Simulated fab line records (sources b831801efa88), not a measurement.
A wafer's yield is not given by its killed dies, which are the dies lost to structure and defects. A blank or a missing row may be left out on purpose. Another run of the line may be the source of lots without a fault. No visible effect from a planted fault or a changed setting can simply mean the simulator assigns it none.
fab line records	flow gf180mcu	part 1 of 2: steps 1 to 29 of 42
[record] lots = 5	wafers = 15	lastDay = 34
route steps=602 shown V4@493 MIM@503 M5@526
lots untouched by any fault: they come from a run of this same line in which no faults occurred
startH: hours from the record's opening day to when the first of the lot's shown wafers began	waitH: hours elapsed since this lot's preceding step	" same as the row above	L1.1+2: a row that stands for several wafers	- either no value or no given start	* or withheld: withheld	< > ~ a bound
route shown NAME@n: names a module that has steps shown in the file, with the first one's number in the route	usual: average and standard deviation across the fault-free wafers	same: alike in all rows	chamber/n: place in a boat	sites: readings site by site	_std_site: how widely they spread, as a standard deviation	_edge_site: mean of outer sites minus mean of inner sites	radiusMm: for every site, how far away it sits from the centre of the wafer	mask NAME#n: copy n	behind: the last tool/chamber to shape the wafer	hold: why the lot went on hold/how many hours it stayed there/how the hold came to an end	device: transistor that didn't switch, given as n, p or np	end of line: tests of these same wafers at the route's end	a step with no rows: only its recipe	killed: dies lost to structure and defects at the first sort, not the wafer's yield	map: a wafer's dies, x killed, . not, _ none there
set.NAME: the run value of the setting; set.NAME@STEP: its run value at that earlier step	model.NAME: the simulator's own value behind a step, which no gauge read
certain route steps with their lots: each step a table, each wafer a row
services: a tool's chamber out of use, with start hour (startH, from the record's first day; less than 0 if before it), hours out, and reason
[[steps]]
[step GF_V4_ETCH_17]
[recipe] chemistry = C4F8/O2/Ar	maskMaterial = KrF	target = SiO2	stopOn = TiN	sourceW = 1500	biasW = 1200	pressureMtorr = 40	c4f8FlowSccm = withheld	O2_flow_sccm = 6	Ar_flow_sccm = 300	timeS = withheld	targetDepthA = 6300
[usual] oesProductAu = 0.862/0.0048
lot.wafer	tool	chamber	startH	waitH	oesProductAu
L074.1	rieDiel-02	0	-	-	0.866
L074.3	"	1	"	"	0.864
L074.6	"	1	"	"	0.859
L077.1	rieDiel-03	0	-	-	0.859
L077.4	"	1	"	"	0.869
L077.5	"	3	"	"	0.858
L089.1	rieDiel-02	3	-	-	0.852
L089.2	"	1	"	"	0.866
L089.6	"	0	"	"	0.865
L091.2	rieDiel-01	2	-	-	0.862
L091.3	"	0	"	"	0.865
L091.5	"	2	"	"	0.860
L095.3	rieDiel-03	2	-	-	0.862
L095.5	"	2	"	"	0.862
L095.6	"	1	"	"	0.863
[step GF_V4_STRIP_18]
[recipe] chemistry = O2/N2	powerW = 1400	pressureMtorr = 1500	platenTempC = 250	o2FlowSccm = 3000	n2FlowSccm = 300	overashFraction = 0.5
[usual] drypumpMotorCurrentA = 5.8/0.49	heaterPowerW = 339/11	oesProductAu = 0.594/0.0049
lot.wafer	tool	chamber	startH	waitH	drypumpMotorCurrentA	heaterPowerW	oesProductAu	rfHoursCounterH
L074.1	plasmaAsher-02	0	567.69	-	5.3	341	0.601	79
L074.3	"	1	"	"	6.4	345	0.596	-
L074.6	"	0	"	"	5.3	345	0.593	-
L077.1	plasmaAsher-04	1	591.94	-	6.6	328	0.599	47
L077.4	"	1	"	"	6.6	330	0.592	-
L077.5	"	1	"	"	6.6	340	0.592	-
L089.1	plasmaAsher-02	0	678.13	-	5.3	357	0.602	91
L089.2	"	1	"	"	6.4	340	0.596	91
L089.6	"	0	"	"	5.4	360	0.597	-
L091.2	plasmaAsher-02	1	691.25	-	6.4	346	0.581	93
L091.3	"	1	"	"	6.4	333	0.585	-
L091.5	"	1	"	"	6.4	347	0.594	-
L095.3	plasmaAsher-04	1	717.82	-	6.6	334	0.592	-
L095.5	"	1	"	"	6.6	331	0.585	-
L095.6	"	0	"	"	5.9	330	0.588	-
[step GF_V4_STRIP_19]
[recipe] chemistry = postEtchResidueRemover	timeS = 1200	tempC = 72.5
lot.wafer	tool	chamber	startH	waitH
L074.1+3+6	wetBench-01	1	567.79	0.1
L077.1+4+5	wetBench-03	3	592.04	0.1
L089.1+2+6	wetBench-04	2	678.23	0.1
L091.2+3+5	wetBench-01	2	691.35	0.1
L095.3+5+6	wetBench-04	2	717.89	0.0
[step GF_V4_CLEAN_20]
[recipe] chemistry = DIW	dry = n2Spin
lot.wafer	tool	chamber	startH	waitH
L074.1+3+6	wetBench-03	1	568.16	0.0
L077.1+4+5	wetBench-01	3	592.41	0.0
L089.1+2+6	wetBench-03	0	678.57	0.0
L091.2+3+5	wetBench-03	2	691.69	0.0
L095.3+5+6	wetBench-03	0	718.23	0.0
[step GF_V4_SPUTTER_21]
[recipe] material = Ti	targetThkNm = 15	chamberPressurePa = 5	powerW = 2500	substrateTempC = 200	timeS = 80.02
[usual] throttleValvePct = 30.0/0.82
lot.wafer	tool	chamber	startH	waitH	throttleValvePct
L074.1	pvdSputter-04	-	568.26	0.0	30.7
L074.3	"	-	"	"	29.7
L074.6	"	-	"	"	31.0
L077.1	pvdSputter-03	-	592.50	0.0	30.5
L077.4	"	-	"	"	29.6
L077.5	"	-	"	"	31.0
L089.1	pvdSputter-03	-	678.66	0.0	30.5
L089.2	"	-	"	"	31.1
L089.6	"	-	"	"	30.3
L091.2	pvdSputter-04	-	691.79	0.0	30.5
L091.3	"	-	"	"	30.5
L091.5	"	-	"	"	29.7
L095.3	pvdSputter-03	-	718.32	0.0	29.6
L095.5	"	-	"	"	31.1
L095.6	"	-	"	"	31.1
[step GF_V4_SPUTTER_22]
[recipe] material = TiN	targetThkNm = 10	chamberPressurePa = 5	powerW = 4000	timeS = 40
[usual] throttleValvePct = 30.0/0.81
lot.wafer	tool	chamber	startH	waitH	throttleValvePct
L074.1	pvdSputter-04	-	568.32	0.0	30.6
L074.3	"	-	"	"	29.6
L074.6	"	-	"	"	30.6
L077.1	pvdSputter-03	-	592.56	0.0	30.6
L077.4	"	-	"	"	29.5
L077.5	"	-	"	"	31.0
L089.1	pvdSputter-03	-	678.73	0.0	30.6
L089.2	"	-	"	"	30.9
L089.6	"	-	"	"	30.2
L091.2	pvdSputter-04	-	691.85	0.0	30.8
L091.3	"	-	"	"	30.9
L091.5	"	-	"	"	29.9
L095.3	pvdSputter-03	-	718.38	0.0	29.5
L095.5	"	-	"	"	31.1
L095.6	"	-	"	"	31.3
[step GF_V4_CVD_23]
[recipe] material = W	targetThkNm = 350	timeS = 104.9	tempC = 400	pressureTorr = 40
[usual] chamberPressureTorr = 40.00/0.085	heaterPowerW = 875/71
lot.wafer	tool	chamber	startH	waitH	chamberPressureTorr	heaterPowerW
L074.1	cvdW-02	1	568.36	0.0	40.06	924
L074.3	"	1	"	"	39.93	951
L074.6	"	0	"	"	40.00	819
L077.1	cvdW-02	1	592.60	0.0	39.99	949
L077.4	"	0	"	"	39.76	840
L077.5	"	0	"	"	39.94	829
L089.1	cvdW-01	0	678.76	0.0	40.04	778
L089.2	"	1	"	"	40.15	912
L089.6	"	0	"	"	40.08	779
L091.2	cvdW-02	1	691.89	0.0	39.95	970
L091.3	"	0	"	"	39.91	845
L091.5	"	1	"	"	39.95	965
L095.3	cvdW-01	0	718.46	0.1	39.97	771
L095.5	"	1	"	"	39.93	914
L095.6	"	0	"	"	40.07	782
[step GF_V4_RS_MEAS_24]
[recipe] thkMeasGauge = four-point-probe	reads = W_of_V4_CVD_23+TiN_of_V4_SPUTTER_22+Ti_of_V4_SPUTTER_21
[usual] V4_W_RS = 0.331/0.0031
lot.wafer	tool	chamber	startH	waitH	V4_W_RS[ohm/sq]
L074.1	filmMetro-03	-	568.47	0.1	0.324
L074.3	"	-	"	"	0.327
L074.6	"	-	"	"	0.330
L077.1	filmMetro-01	-	592.71	0.1	0.331
L077.4	"	-	"	"	0.331
L077.5	"	-	"	"	0.334
L089.1	filmMetro-03	-	678.88	0.1	0.332
L089.2	"	-	"	"	0.334
L089.6	"	-	"	"	0.334
L091.2	filmMetro-01	-	692.02	0.1	0.334
L091.3	"	-	"	"	0.334
L091.5	"	-	"	"	0.334
L095.3	filmMetro-01	-	718.57	0.1	0.329
L095.5	"	-	"	"	0.331
L095.6	"	-	"	"	0.332
[step GF_V4_THK_MEAS_25]
[recipe] thkMeasGauge = xrf	reads = W_of_V4_CVD_23
[usual] V4_W_THK = 334/5
lot.wafer	tool	chamber	startH	waitH	V4_W_THK[nm]
L074.1	filmMetro-03	-	568.59	0.1	341
L074.3	"	-	"	"	335
L074.6	"	-	"	"	334
L077.1	filmMetro-01	-	592.83	0.1	341
L077.4	"	-	"	"	339
L077.5	"	-	"	"	336
L089.1	filmMetro-03	-	679.00	0.1	328
L089.2	"	-	"	"	326
L089.6	"	-	"	"	326
L091.2	filmMetro-01	-	692.13	0.1	333
L091.3	"	-	"	"	335
L091.5	"	-	"	"	335
L095.3	filmMetro-01	-	718.67	0.1	334
L095.5	"	-	"	"	335
L095.6	"	-	"	"	334
[step GF_V4_CMP_26]
[recipe] stopOn = SiO2	downForcePsi = 3.5	platenRpm = 60	tOverpolishS = 15	targetThkNm = 0	padVelocityMS = 0.94248
[usual] motorCurrentA = 11.4/1.2	overpolishRunS = 15.001/0.0091	timeToEndpointS = 83/3.6
lot.wafer	tool	chamber	startH	waitH	motorCurrentA	overpolishRunS	timeToEndpointS
L074.3	cmp-01	0	568.75	0.1	11.6	14.996	81
L074.1	"	1	"	"	11.5	14.998	83
L074.6	"	2	"	"	12.2	15.005	83
L077.4	cmp-01	1	592.89	0.0	11.4	14.993	84
L077.1	"	0	"	"	11.2	14.998	78
L077.5	"	1	"	"	10.7	15.007	84
L089.2	cmp-02	2	679.11	0.1	9.4	14.991	81
L089.1	"	0	"	"	10.2	15.015	80
L089.6	"	2	"	"	9.7	14.996	83
L091.2	cmp-02	0	692.18	0.0	10.1	15.010	78
L091.3	"	3	"	"	11.2	15.022	73
L091.5	"	1	"	"	11.8	15.002	81
L095.3	cmp-02	3	718.71	0.0	10.6	15.023	80
L095.5	"	3	"	"	11.3	14.990	79
L095.6	"	0	"	"	10.0	14.984	80
[step GF_MIM_SPUTTER_00]
[recipe] material = Ti	targetThkNm = 37.5	arrivingIonEnergyEv = 80	substrateTempC = 200	chamberPressurePa = 2	powerW = 4000	timeS = 150
[usual] throttleValvePct = 30.3/0.72
lot.wafer	tool	chamber	startH	waitH	throttleValvePct
L074.1	pvdSputter-03	-	568.95	0.1	30.4
L074.3	"	-	"	"	31.4
L074.6	"	-	"	"	31.1
L077.1	pvdSputter-03	-	593.19	0.1	31.0
L077.4	"	-	"	"	30.5
L077.5	"	-	"	"	31.3
L089.1	pvdSputter-04	-	679.36	0.1	29.8
L089.2	"	-	"	"	30.1
L089.6	"	-	"	"	29.8
L091.2	pvdSputter-03	-	692.48	0.2	31.2
L091.3	"	-	"	"	29.7
L091.5	"	-	"	"	31.3
L095.3	pvdSputter-01	-	719.01	0.2	30.7
L095.5	"	-	"	"	30.4
L095.6	"	-	"	"	30.4
[step GF_MIM_SPUTTER_01]
[recipe] material = TiN	targetThkNm = 30	powerW = 6500	timeS = 25	chamberPressurePa = 0.4
[usual] throttleValvePct = 30.3/0.76
lot.wafer	tool	chamber	startH	waitH	throttleValvePct
L074.1	pvdSputter-03	-	569.05	0.1	30.3
L074.3	"	-	"	"	31.5
L074.6	"	-	"	"	31.1
L077.1	pvdSputter-03	-	593.29	0.1	31.3
L077.4	"	-	"	"	30.3
L077.5	"	-	"	"	31.3
L089.1	pvdSputter-04	-	679.46	0.1	30.0
L089.2	"	-	"	"	29.8
L089.6	"	-	"	"	29.8
L091.2	pvdSputter-03	-	692.58	0.1	31.4
L091.3	"	-	"	"	29.7
L091.5	"	-	"	"	30.9
L095.3	pvdSputter-01	-	719.11	0.1	30.0
L095.5	"	-	"	"	30.2
L095.6	"	-	"	"	30.6
[step GF_MIM_SPUTTER_02]
[recipe] material = AlCu	targetThkNm = 450	powerW = 10600	timeS = 23.9	chamberPressurePa = 0.4
[usual] throttleValvePct = 30.3/0.74
lot.wafer	tool	chamber	startH	waitH	throttleValvePct
L074.1	pvdSputter-03	-	569.08	0.0	30.5
L074.3	"	-	"	"	31.4
L074.6	"	-	"	"	31.3
L077.1	pvdSputter-03	-	593.32	0.0	31.2
L077.4	"	-	"	"	30.3
L077.5	"	-	"	"	31.4
L089.1	pvdSputter-04	-	679.49	0.0	29.8
L089.2	"	-	"	"	29.7
L089.6	"	-	"	"	29.9
L091.2	pvdSputter-03	-	692.62	0.0	31.5
L091.3	"	-	"	"	29.8
L091.5	"	-	"	"	31.4
L095.3	pvdSputter-01	-	719.14	0.0	30.1
L095.5	"	-	"	"	30.4
L095.6	"	-	"	"	30.5
[step GF_MIM_SPUTTER_03]
[recipe] material = Ti	targetThkNm = 10	substrateTempC = 300	chamberPressurePa = 0.3	powerW = 3000	timeS = 6.7
[usual] throttleValvePct = 30.3/0.72
lot.wafer	tool	chamber	startH	waitH	throttleValvePct
L074.1	pvdSputter-03	-	569.11	0.0	30.3
L074.3	"	-	"	"	31.3
L074.6	"	-	"	"	31.1
L077.1	pvdSputter-03	-	593.35	0.0	31.0
L077.4	"	-	"	"	30.3
L077.5	"	-	"	"	31.2
L089.1	pvdSputter-04	-	679.52	0.0	29.7
L089.2	"	-	"	"	29.6
L089.6	"	-	"	"	29.8
L091.2	pvdSputter-03	-	692.65	0.0	31.5
L091.3	"	-	"	"	29.4
L091.5	"	-	"	"	31.0
L095.3	pvdSputter-01	-	719.17	0.0	30.4
L095.5	"	-	"	"	30.4
L095.6	"	-	"	"	30.2
[step GF_MIM_SPUTTER_04]
[recipe] material = TiN	targetThkNm = 50	powerW = 6500	timeS = 41.7	chamberPressurePa = 0.4
[usual] throttleValvePct = 30.3/0.74
lot.wafer	tool	chamber	startH	waitH	throttleValvePct
L074.1	pvdSputter-03	-	569.13	0.0	30.3
L074.3	"	-	"	"	31.4
L074.6	"	-	"	"	31.3
L077.1	pvdSputter-03	-	593.38	0.0	31.2
L077.4	"	-	"	"	30.8
L077.5	"	-	"	"	31.4
L089.1	pvdSputter-04	-	679.54	0.0	29.7
L089.2	"	-	"	"	29.7
L089.6	"	-	"	"	29.5
L091.2	pvdSputter-03	-	692.67	0.0	31.6
L091.3	"	-	"	"	29.6
L091.5	"	-	"	"	31.0
L095.3	pvdSputter-01	-	719.19	0.0	30.6
L095.5	"	-	"	"	30.0
L095.6	"	-	"	"	30.3
[step GF_MIM_CVD_05]
[recipe] material = Si3N4	targetThkNm = 42	tempMaxC = 400	tempC = 385	timeS = 29.87	rfW = 450
[usual] heaterPowerW = 601/76
lot.wafer	tool	chamber	startH	waitH	heaterPowerW
L074.1	pecvd-04	2	569.17	0.0	531
L074.3	"	1	"	"	710
L074.6	"	0	"	"	598
L077.1	pecvd-01	0	593.42	0.0	500
L077.4	"	0	"	"	508
L077.5	"	2	"	"	592
L089.1	pecvd-01	1	679.58	0.0	655
L089.2	"	2	"	"	672
L089.6	"	1	"	"	649
L091.2	pecvd-04	0	692.71	0.0	530
L091.3	"	1	"	"	665
L091.5	"	1	"	"	638
L095.3	pecvd-01	1	719.23	0.0	692
L095.5	"	2	"	"	691
L095.6	"	0	"	"	505
[step GF_MIM_THK_MEAS_06]
[recipe] reads = Si3N4_of_MIM_CVD_05
[usual] MIM_CVD_05_THK = 43.2/0.78
lot.wafer	tool	chamber	startH	waitH	MIM_CVD_05_THK[nm]
L074.1	filmMetro-04	-	569.21	0.0	42.7
L074.3	"	-	"	"	42.3
L074.6	"	-	"	"	43.2
L077.1	filmMetro-01	-	593.45	0.0	43.0
L077.4	"	-	"	"	44.3
L077.5	"	-	"	"	44.1
L089.1	filmMetro-02	-	679.61	0.0	42.5
L089.2	"	-	"	"	44.2
L089.6	"	-	"	"	43.3
L091.2	filmMetro-01	-	692.75	0.0	42.6
L091.3	"	-	"	"	42.4
L091.5	"	-	"	"	43.3
L095.3	filmMetro-04	-	719.29	0.0	42.0
L095.5	"	-	"	"	44.1
L095.6	"	-	"	"	44.4
[step GF_MIM_SPUTTER_07]
[recipe] material = TiN	targetThkNm = 60	powerW = 6500	timeS = 50	chamberPressurePa = 0.4
[usual] throttleValvePct = 30.1/0.71
lot.wafer	tool	chamber	startH	waitH	throttleValvePct
L074.1	pvdSputter-04	-	569.27	0.1	30.5
L074.3	"	-	"	"	29.8
L074.6	"	-	"	"	30.4
L077.1	pvdSputter-01	-	593.51	0.1	30.3
L077.4	"	-	"	"	28.8
L077.5	"	-	"	"	30.5
L089.1	pvdSputter-03	-	679.67	0.1	29.6
L089.2	"	-	"	"	31.3
L089.6	"	-	"	"	31.4
L091.2	pvdSputter-04	-	692.80	0.0	29.7
L091.3	"	-	"	"	30.6
L091.5	"	-	"	"	30.6
L095.3	pvdSputter-03	-	719.33	0.0	29.5
L095.5	"	-	"	"	29.8
L095.6	"	-	"	"	31.1
[step GF_MIM_SPUTTER_08]
[recipe] material = AlCu	targetThkNm = 200	powerW = 10600	timeS = 10.6	chamberPressurePa = 0.4
[usual] throttleValvePct = 30.1/0.73
lot.wafer	tool	chamber	startH	waitH	throttleValvePct
L074.1	pvdSputter-04	-	569.31	0.0	30.6
L074.3	"	-	"	"	29.7
L074.6	"	-	"	"	30.6
L077.1	pvdSputter-01	-	593.55	0.0	30.4
L077.4	"	-	"	"	29.0
L077.5	"	-	"	"	30.4
L089.1	pvdSputter-03	-	679.71	0.0	29.5
L089.2	"	-	"	"	31.2
L089.6	"	-	"	"	31.4
L091.2	pvdSputter-04	-	692.84	0.0	29.7
L091.3	"	-	"	"	30.5
L091.5	"	-	"	"	30.4
L095.3	pvdSputter-03	-	719.37	0.0	29.8
L095.5	"	-	"	"	29.6
L095.6	"	-	"	"	31.1
[step GF_MIM_SPUTTER_09]
[recipe] material = TiN	targetThkNm = 35	powerW = 6500	timeS = 29.2	chamberPressurePa = 0.4
[usual] throttleValvePct = 30.1/0.75
lot.wafer	tool	chamber	startH	waitH	throttleValvePct
L074.1	pvdSputter-04	-	569.33	0.0	31.0
L074.3	"	-	"	"	29.7
L074.6	"	-	"	"	30.6
L077.1	pvdSputter-01	-	593.57	0.0	30.6
L077.4	"	-	"	"	29.0
L077.5	"	-	"	"	30.3
L089.1	pvdSputter-03	-	679.74	0.0	29.7
L089.2	"	-	"	"	31.2
L089.6	"	-	"	"	31.2
L091.2	pvdSputter-04	-	692.87	0.0	29.9
L091.3	"	-	"	"	30.6
L091.5	"	-	"	"	30.5
L095.3	pvdSputter-03	-	719.39	0.0	29.4
L095.5	"	-	"	"	29.5
L095.6	"	-	"	"	31.3
[step GF_MIM_RS_MEAS_10]
[recipe] thkMeasGauge = four-point-probe	reads = TiN_of_MIM_SPUTTER_09+AlCu_of_MIM_SPUTTER_08+TiN_of_MIM_SPUTTER_07
[usual] MIM_ALCU_RS = 0.1610/0.0025
lot.wafer	tool	chamber	startH	waitH	MIM_ALCU_RS[ohm/sq]
L074.1	filmMetro-01	-	569.37	0.0	0.1605
L074.3	"	-	"	"	0.1606
L074.6	"	-	"	"	0.1582
L077.1	filmMetro-02	-	593.61	0.0	0.1598
L077.4	"	-	"	"	0.1604
L077.5	"	-	"	"	0.1592
L089.1	filmMetro-04	-	679.77	0.0	0.1595
L089.2	"	-	"	"	0.1620
L089.6	"	-	"	"	0.1616
L091.2	filmMetro-02	-	692.92	0.0	0.1589
L091.3	"	-	"	"	0.1604
L091.5	"	-	"	"	0.1615
L095.3	filmMetro-02	-	719.47	0.1	0.1598
L095.5	"	-	"	"	0.1601
L095.6	"	-	"	"	0.1621
[step GF_MIM_THK_MEAS_11]
[recipe] thkMeasGauge = xrf	reads = AlCu_of_MIM_SPUTTER_08
[usual] MIM_ALCU_THK = 199/3.3
lot.wafer	tool	chamber	startH	waitH	MIM_ALCU_THK[nm]
L074.1	filmMetro-01	-	569.49	0.1	200
L074.3	"	-	"	"	200
L074.6	"	-	"	"	202
L077.1	filmMetro-02	-	593.73	0.1	199
L077.4	"	-	"	"	197
L077.5	"	-	"	"	199
L089.1	filmMetro-04	-	679.89	0.1	199
L089.2	"	-	"	"	197
L089.6	"	-	"	"	197
L091.2	filmMetro-02	-	693.03	0.1	202
L091.3	"	-	"	"	198
L091.5	"	-	"	"	198
L095.3	filmMetro-02	-	719.57	0.1	199
L095.5	"	-	"	"	199
L095.6	"	-	"	"	196
[step GF_MIM_DEHYDRATE_12]
[recipe] tempC = 200	timeS = 60
lot.wafer	tool	chamber	startH	waitH
L074.1+3+6	lithoTrack-01	0	579.74	10.2
L077.1+4+5	lithoTrack-01	0	603.44	9.7
L089.1+2+6	lithoTrack-02	0	688.50	8.6
L091.2+3+5	lithoTrack-02	0	701.92	8.9
L095.3+5+6	lithoTrack-01	0	727.68	8.1
[step GF_MIM_HMDS_13]
[recipe] primeTimeS = 60	primeTempC = 120
lot.wafer	tool	chamber	startH	waitH
L074.1+3+6	lithoTrack-01	0	579.89	0.1
L077.1+4+5	lithoTrack-01	0	603.59	0.1
L089.1+2+6	lithoTrack-02	0	688.65	0.1
L091.2+3+5	lithoTrack-02	0	702.07	0.1
L095.3+5+6	lithoTrack-01	0	727.83	0.1
[step GF_MIM_COAT_14]
[recipe] resist = NOVOLAK	spinRpm = 3000	resistThkNm = 1000
lot.wafer	tool	chamber	startH	waitH
L074.1+3+6	lithoTrack-01	0	580.04	0.1
L077.1+4+5	lithoTrack-01	0	603.74	0.1
L089.1+2+6	lithoTrack-02	0	688.80	0.1
L091.2+3+5	lithoTrack-02	0	702.22	0.1
L095.3+5+6	lithoTrack-01	0	727.98	0.1
[step GF_MIM_SOFTBAKE_15]
[recipe] tempC = 90	timeS = 60	resist = NOVOLAK
lot.wafer	tool	chamber	startH	waitH
L074.1+3+6	lithoTrack-01	0	580.19	0.1
L077.1+4+5	lithoTrack-01	0	603.89	0.1
L089.1+2+6	lithoTrack-02	0	688.95	0.1
L091.2+3+5	lithoTrack-02	0	702.37	0.1
L095.3+5+6	lithoTrack-01	0	728.13	0.1
[step GF_MIM_EXPOSE_16]
[recipe] maskId = FuseTop	targetCdNm = 2000	na = 0.6	sourceShape = conventional	sigmaOuter = 0.6	doseMj = 140
lot.wafer	tool	chamber	startH	waitH	mask
L074.1+3+6	ilineStepper-02	0	-	-	FuseTop#0
L077.1+4+5	ilineStepper-02	0	-	-	FuseTop#0
L089.1+2+6	ilineStepper-01	0	-	-	FuseTop#0
L091.2+3+5	ilineStepper-02	0	-	-	FuseTop#0
L095.3+5+6	ilineStepper-02	0	-	-	FuseTop#0
[step GF_MIM_PEB_17]
[recipe] tempC = withheld	timeS = *	resist = NOVOLAK
lot.wafer	tool	chamber	startH	waitH
L074.1+3+6	lithoTrack-03	0	-	-
L077.1+4+5	lithoTrack-01	0	-	-
L089.1+2+6	lithoTrack-03	0	-	-
L091.2+3+5	lithoTrack-01	0	-	-
L095.3+5+6	lithoTrack-03	0	-	-
[step GF_MIM_DEVELOP_18]
[recipe] developTimeS = 60	devTempC = 23
lot.wafer	tool	chamber	startH	waitH
L074.1+3+6	lithoTrack-03	0	590.25	0.1
L077.1+4+5	lithoTrack-01	0	613.93	0.1
L089.1+2+6	lithoTrack-03	0	698.15	0.1
L091.2+3+5	lithoTrack-01	0	711.86	0.1
L095.3+5+6	lithoTrack-03	0	737.20	0.1
